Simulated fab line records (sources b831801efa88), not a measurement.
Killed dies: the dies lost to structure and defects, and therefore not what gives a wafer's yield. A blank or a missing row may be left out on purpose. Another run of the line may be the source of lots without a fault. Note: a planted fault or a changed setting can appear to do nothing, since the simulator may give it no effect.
What tool caused it? | flow sky130 | 11 lots, 33 wafers sampled, at 3 steps of a route of 708

## WHAT THE GAUGES READ, wafer by wafer
SKY_METAL2_RS_MEAS_05: measures by four-point-probe.
lot  | measured     | on            | METAL2_ALCU_RS (ohm/sq)
L681 | day 35 08:04 | film metro-01 | 0.1263 0.1255 0.1267
L682 | day 35 10:52 | film metro-03 | 0.1284 0.1306 0.1287
L684 | day 36 14:43 | film metro-01 | 0.1293 0.1267 0.1301
L685 | day 36 15:52 | film metro-01 | 0.1263 0.1282 0.1294
L687 | day 37 09:21 | film metro-03 | 0.1302 0.1285 0.1317
L690 | day 38 02:01 | film metro-03 | 0.1265 0.1228 0.1087
L692 | day 38 21:45 | film metro-03 | 0.1094 0.1099 0.1280
L693 | day 38 22:19 | film metro-02 | 0.1281 0.1294 0.1258
L694 | day 38 22:49 | film metro-02 | 0.1277 0.1274 0.1103
L698 | day 40 08:49 | film metro-03 | 0.1302 0.1299 0.1260
L701 | day 41 05:57 | film metro-01 | 0.1288 0.1263 0.1265

## WHICH TOOL RAN EACH LOT (tool, then ch and the chambers of the sampled wafers, then the start)
lot  | SKY_VIA1_SPUTTER_20          | SKY_METAL2_SPUTTER_02
L681 | pvd sputter-02, day 35 07:11 | pvd sputter-03, day 35 07:57
L682 | pvd sputter-01, day 35 10:05 | pvd sputter-03, day 35 10:46
L684 | pvd sputter-04, day 36 13:56 | pvd sputter-01, day 36 14:37
L685 | pvd sputter-04, day 36 15:05 | pvd sputter-02, day 36 15:46
L687 | pvd sputter-04, day 37 08:34 | pvd sputter-01, day 37 09:15
L690 | pvd sputter-02, day 38 01:13 | pvd sputter-03, day 38 01:54
L692 | pvd sputter-04, day 38 20:57 | pvd sputter-03, day 38 21:38
L693 | pvd sputter-04, day 38 21:32 | pvd sputter-01, day 38 22:13
L694 | pvd sputter-02, day 38 21:59 | pvd sputter-03, day 38 22:40
L698 | pvd sputter-02, day 40 08:01 | pvd sputter-02, day 40 08:42
L701 | pvd sputter-02, day 41 05:10 | pvd sputter-03, day 41 05:52
- SKY_VIA1_SPUTTER_20: material TiN, target thk 20 nm, time 80 s.
- SKY_METAL2_SPUTTER_02: material AlCu, target thk 250 nm, time 13.3 s.

## THE ANSWER, worked out from the rows above alone
Rule: the lots themselves supply what counts as usual. Put in order of their means at a reading, lots are off if they are a third of the lots or fewer, leave a main group of 4 or more, and stand apart from it by a gap of 3 or more times the standard deviation of the main group's means; of several such gaps the widest counts. A main group is skipped when, at the precision printed for the reading in the tables above, its means are all equal. A lot without any number at a reading at which 4 lots or more have one is off too. All remaining lots with rows at the step are treated as sound.
Off: L690, L692, L694, seen at SKY_METAL2_RS_MEAS_05 (METAL2_ALCU_RS). Mean 0.1282 ohm/sq and standard deviation 0.0012 in the main group.
If a tool, at a process step before that reading, ran all the lots that are off and no sound lot after the first of them, it fits. The gauges at SKY_METAL2_RS_MEAS_05 are tried like those tools. Of those tried, none fits.

## WHAT THE SIMULATOR HAD PUT IN
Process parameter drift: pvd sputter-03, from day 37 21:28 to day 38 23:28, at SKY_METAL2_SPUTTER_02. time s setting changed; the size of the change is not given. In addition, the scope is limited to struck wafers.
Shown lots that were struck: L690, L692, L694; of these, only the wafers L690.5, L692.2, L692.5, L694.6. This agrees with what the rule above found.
